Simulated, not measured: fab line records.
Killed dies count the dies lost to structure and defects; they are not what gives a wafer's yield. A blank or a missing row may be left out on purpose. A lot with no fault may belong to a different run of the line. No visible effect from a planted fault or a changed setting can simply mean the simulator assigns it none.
Split-lot study -- flow gf180mcu -- route with 602 steps; 5 lots, 23 wafers read

ON THE SPLIT
At GF_M3_SPUTTER_03 (material Ti, target thk 10 nm, time 6.7 s), the setting power w was moved away from the recipe's 3000 W on 9 of the 23 wafers read, by -10.7% to +3.0%. This setting was run at the recipe's value on the other wafers.

The reading is taken at the split's own step.

THE READING
Ti_of_M3_SPUTTER_03.thk nm (the simulator's own value, which no gauge read), in nm, at GF_M3_SPUTTER_03 (material Ti, target thk 10 nm, time 6.7 s). The file gives no usual value for it. The 14 wafers here that ran the recipe average 10.028 nm, standard deviation 0.17 nm.

wafer,"tool, chamber at the split","power w as run, W",against the recipe,"Ti_of_M3_SPUTTER_03.thk nm, nm",against lot-mates on the recipe
L076.1,"pvd sputter-01, -",2780,-7.3%,9.439,-0.891
L076.3,"pvd sputter-01, -",2780,-7.3%,9.554,-0.776
L076.4,"pvd sputter-01, -",2780,-7.3%,9.578,-0.752
L076.5,"pvd sputter-01, -",3000,recipe,10.3,-
L076.6,"pvd sputter-01, -",3000,recipe,10.36,-
L077.1,"pvd sputter-02, -",3000,recipe,9.997,-
L077.3,"pvd sputter-02, -",3000,recipe,10.09,-
L077.4,"pvd sputter-02, -",3000,recipe,9.928,-
L077.5,"pvd sputter-02, -",3000,recipe,9.847,-
L077.6,"pvd sputter-02, -",3000,recipe,10.05,-
L079.1,"pvd sputter-01, -",3000,recipe,10.22,-
L079.2,"pvd sputter-01, -",3091,+3.0%,10.16,+0.040
L079.3,"pvd sputter-01, -",3091,+3.0%,10.33,+0.210
L079.4,"pvd sputter-01, -",3091,+3.0%,10.48,+0.360
L079.5,"pvd sputter-01, -",3000,recipe,10.02,-
L080.1,"pvd sputter-02, -",2679,-10.7%,8.83,-1.173
L080.2,"pvd sputter-02, -",3000,recipe,10.08,-
L080.4,"pvd sputter-02, -",3000,recipe,9.926,-
L080.5,"pvd sputter-02, -",2679,-10.7%,8.88,-1.123
L080.6,"pvd sputter-02, -",2679,-10.7%,8.908,-1.095
L082.2,"pvd sputter-01, -",3000,recipe,9.978,-
L082.5,"pvd sputter-01, -",3000,recipe,9.693,-
L082.6,"pvd sputter-01, -",3000,recipe,9.897,-

FIT RESULTS
A straight line over all 23 wafers: Ti_of_M3_SPUTTER_03.thk nm changes by +0.0964 nm for each +1% of power w; r = +0.93; the points scatter about the line by 0.18 nm.
The same after taking each lot's own level away (the mean of its wafers on the recipe; 23 wafers): +0.103 nm for each +1%; r = +0.98; scatter 0.1 nm.
According to that fit, moving power w by its largest amount changes the reading by 1.1 nm.
From 9.8560 to 10.3300 nm: that is the span of the lots' own levels, equal to 2.8 times the standard deviation above.
The two slopes are in agreement: the lot-to-lot level therefore moves the slope only a little.
Check: -1.11 nm against its lot-mates is what the line predicts for one of the wafers moved furthest among these (-10.7%) when that wafer is left out of the fit. It came out at -1.17 nm against them.

THE OTHER SPLITS THESE WAFERS WENT THROUGH
Before the reading, these wafers also passed through other splits. Each is held against what the fit with the lots' levels taken away leaves over:
other split on the same wafers,wafers away from the commonest value,r with Ti_of_M3_SPUTTER_03.thk nm (lot level and that fit taken away)
GF_V2_PEB_12 peb temp c,10,-0.29
GF_V2_SPUTTER_21 time s,6,-0.12

FILE'S OWN FIT
Ti_of_M3_SPUTTER_03.thk nm changes by +0.105 nm for each +1% of power w, r = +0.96.
